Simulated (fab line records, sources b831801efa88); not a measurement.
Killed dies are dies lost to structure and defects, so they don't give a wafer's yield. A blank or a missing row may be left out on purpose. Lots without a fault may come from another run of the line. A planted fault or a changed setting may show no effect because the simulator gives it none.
Which tool did it? | flow gf180mcu | 6 lots, 17 wafers sampled, at 4 steps of a route of 602

WHAT THE GAUGES READ, wafer by wafer
GF_SALICIDE_RS_MEAS_04: measures by four-point-probe.
lot  | measured     | on            | SALICIDE_TIN_RS (ohm/sq)
L596 | day 15 21:05 | film_metro-03 | 16.5 16.4 16.6
L598 | day 16 23:06 | film_metro-02 | 15.9 15.9 15.7
L603 | day 19 12:02 | film_metro-03 | 15.7 15.8 15.6
L608 | day 20 20:32 | film_metro-03 | 18.5 18.4
L612 | day 21 16:53 | film_metro-01 | 16.1 15.9 15.9
L614 | day 22 10:25 | film_metro-02 | 16.5 16.5 16.5

WHICH TOOL RAN EACH LOT (tool, then ch and the chambers of the sampled wafers, then the start)
lot  | GF_SAB_ETCH_11                     | GF_SALICIDE_SPUTTER_02       | GF_SALICIDE_SPUTTER_03
L596 | rie_diel-04 ch 0,2, day 15 20:39   | pvd_sputter-02, day 15 20:59 | pvd_sputter-02, day 15 21:01
L598 | rie_diel-02 ch 2,3, day 16 22:32   | pvd_sputter-03, day 16 23:02 | pvd_sputter-03, day 16 23:04
L603 | rie_diel-02 ch 0,2,3, day 19 11:38 | pvd_sputter-03, day 19 11:58 | pvd_sputter-03, day 19 12:00
L608 | rie_diel-02 ch 0,2, day 20 20:09   | pvd_sputter-02, day 20 20:29 | pvd_sputter-02, day 20 20:31
L612 | rie_diel-04 ch 0,2,3, day 21 16:26 | pvd_sputter-03, day 21 16:46 | pvd_sputter-03, day 21 16:48
L614 | rie_diel-04 ch 0,1,3, day 22 09:59 | pvd_sputter-04, day 22 10:22 | pvd_sputter-04, day 22 10:24
- GF_SAB_ETCH_11: etches SiO2 in C4F8/O2/Ar, target depth 55 nm, time 8.5 s.
- GF_SALICIDE_SPUTTER_02: material Co, target thk 10 nm, time 20 s.
- GF_SALICIDE_SPUTTER_03: material TiN, target thk 20 nm, time 16.7 s.

THE ANSWER, worked out from the rows above alone
Rule: what is usual is taken from the lots themselves. Put in order of their means at a reading, lots are off if they are a third of the lots or fewer, leave a main group of 4 or more, and stand apart from it by a gap of 3 or more times the standard deviation of the main group's means; of several such gaps the widest counts. A main group whose means are all the same, to the digits that the tables above print for the reading, isn't used. A lot without any number at a reading at which 4 lots or more have one is off too. The other lots that the step has rows for count as sound.
Off: L608, at GF_SALICIDE_RS_MEAS_04 (SALICIDE_TIN_RS). The main group: mean 16.1 ohm/sq, standard deviation 0.34.
A tool fits if, at a process step before that reading, it ran every lot that is off, and no sound lot after the first of them. The gauges at GF_SALICIDE_RS_MEAS_04 are tried like those tools. Can't be told from this: 3 tools fit, rie_diel-02 at GF_SAB_ETCH_11, pvd_sputter-02 at GF_SALICIDE_SPUTTER_02 and GF_SALICIDE_SPUTTER_03, film_metro-03 at GF_SALICIDE_RS_MEAS_04.

WHAT THE SIMULATOR HAD PUT IN
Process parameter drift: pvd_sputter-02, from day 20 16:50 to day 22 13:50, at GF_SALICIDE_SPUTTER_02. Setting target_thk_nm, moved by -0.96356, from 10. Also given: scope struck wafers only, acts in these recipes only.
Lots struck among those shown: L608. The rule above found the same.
